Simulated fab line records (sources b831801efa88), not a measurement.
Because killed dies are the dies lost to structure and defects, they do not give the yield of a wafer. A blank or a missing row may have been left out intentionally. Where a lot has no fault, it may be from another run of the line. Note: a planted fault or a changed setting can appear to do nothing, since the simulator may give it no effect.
A struck lot beside a sound one || flow sky130 || 17 out of 708 route steps
Sound: wafers L906.1, L906.4, L906.6. Wafers struck: L916.1, L916.2, L916.4. At the end, the cause is stated.
Per side, at each step with rows, come the tool, then ch with its chambers, and then its first start. Under that, the readings that differ: sound wafers || struck wafers || difference of the means || sigmas: that difference in standard deviations of wafers without a fault.
alike: readings whose means differ by less than 2 such deviations, and words and numbers that are the same on both sides. not compared: withheld readings, readings that some wafer has no value for, bounds like >300 that may hide the same value, and numbers for which the record gives no deviation and whose values overlap.
A row with sigmas, a row that says differs or no value, or rows on one side alone: a step with any of these is where the two part. Numbers that don't overlap but have no deviation are shown without sigmas and don't part them. A reading missing from all wafers of one side parts the sides only when that side holds two or more wafers.

SKY_VT_ADJUST_HVTP_OVL_MEAS_08:
  struck on overlay-02, day 9 09:49; sound on overlay-02, day 6 16:02
  alike: VT_ADJUST_HVTP_OVL
after that, 1 step had no rows for these wafers: SKY_VT_ADJUST_HVTP_IMPLANT_09.
SKY_VT_ADJUST_HVTP_STRIP_10: strips in O2/N2.
  sound on plasma asher-03 ch 0,1, day 6 16:13; struck on plasma asher-01 ch 0,1, day 9 10:00
  alike: drypump motor current A, n2 flow sccm, oes product au, strip time to endpoint s
  not compared: rf hours counter h
SKY_VT_ADJUST_HVTP_TW_MEAS_11:
  struck on film metro-02, day 9 10:06; sound on film metro-04, day 6 16:19
{"reading": "VT_ADJUST_HVTP_TW", "sound": "1353 1351 1353", "struck": "1372 1380 1372", "difference": "+22", "sigmas": "+2"}
then, 7 steps without rows for these wafers: SKY_VT_ADJUST_LVTN_DEHYDRATE_00 (time 60 s); SKY_VT_ADJUST_LVTN_HMDS_01 (prime time 60 s); SKY_VT_ADJUST_LVTN_COAT_02 (resist thk 3000 nm); SKY_VT_ADJUST_LVTN_SOFTBAKE_03; SKY_VT_ADJUST_LVTN_EXPOSE_04 (exposes mask NWM COMPLEMENT LESS NATIVE, target cd 840 nm); SKY_VT_ADJUST_LVTN_PEB_05; SKY_VT_ADJUST_LVTN_DEVELOP_06 (develop time 60 s).
SKY_VT_ADJUST_LVTN_OVL_MEAS_07:
  struck on overlay-01, day 10 08:10; sound on overlay-02, day 7 11:28
  alike: VT_ADJUST_LVTN_OVL
SKY_VT_ADJUST_LVTN_IMPLANT_08:
  sound on implanter-01 ch 0, day 7 11:30; struck on implanter-01 ch 0, day 10 08:12
{"reading": "dose ions cm2", "sound": "1.5685e+12 1.5692e+12 1.5685e+12", "struck": "2.032e+12 2.0322e+12 2.0311e+12", "difference": "+4.630e+11", "sigmas": "+99 or more"}
{"reading": "faraday current uA", "sound": "9.02 8.55 8.73", "struck": "11.28 11.58 11.59", "difference": "+2.72", "sigmas": "+15"}
SKY_VT_ADJUST_LVTN_STRIP_09: strips in O2/N2.
  sound on plasma asher-02 ch 0,1, day 7 11:39; struck on plasma asher-04 ch 0,1, day 10 08:21
{"reading": "strip time to endpoint s (s)", "sound": "37.03 36.97 36.99", "struck": "36.82 36.73 36.71", "difference": -0.24, "sigmas": -2}
  alike: drypump motor current A, n2 flow sccm, oes product au
  not compared: rf hours counter h
SKY_VT_ADJUST_LVTN_TW_MEAS_10:
  struck on film metro-03, day 10 08:27; sound on film metro-03, day 7 11:45
{"reading": "VT_ADJUST_LVTN_TW", "sound": "241.6 242.3 243.0", "struck": "260.7 261.5 260.6", "difference": "+18.6", "sigmas": "+11"}
then, 1 step without rows for these wafers: SKY_VT_ADJUST_LVTN_DEHYDRATE_11 (time 60 s).
-- the record jumps here: 39 days lie between the struck wafers' starts before and after (it left off in module VT_ADJUST_LVTN and takes up again in module PAD_OPEN, whose first step shown is number 708 of the route) --
SKY_PAD_OPEN_PROBE_99:
  struck on prober-02, day 48 23:56; sound on prober-01, day 46 11:14
{"reading": "killed_at_M0_to_M3", "sound": "42 52 56", "struck": "31 32 38", "difference": -16, "sigmas": -2}
{"reading": "killed open", "sound": "45 58 59", "struck": "31 43 46", "difference": -14, "sigmas": -2}
{"reading": "model.etest.nfet_01v8_lvt.vt sat v (V)", "sound": "0.5172 0.5335 0.524", "struck": "0.5512 0.5502 0.5524", "difference": "+0.0264", "sigmas": ""}
  alike: killed_at_M4_up, killed at contacts, killed at front end, killed at other, killed dies, killed short
  not compared: model.etest.nfet_01v8_lvt.body rise v

WHERE THEY PART
Earliest at SKY_VT_ADJUST_HVTP_TW_MEAS_11; latest, in this record, at SKY_PAD_OPEN_PROBE_99.

WHY: the cause the simulator had injected
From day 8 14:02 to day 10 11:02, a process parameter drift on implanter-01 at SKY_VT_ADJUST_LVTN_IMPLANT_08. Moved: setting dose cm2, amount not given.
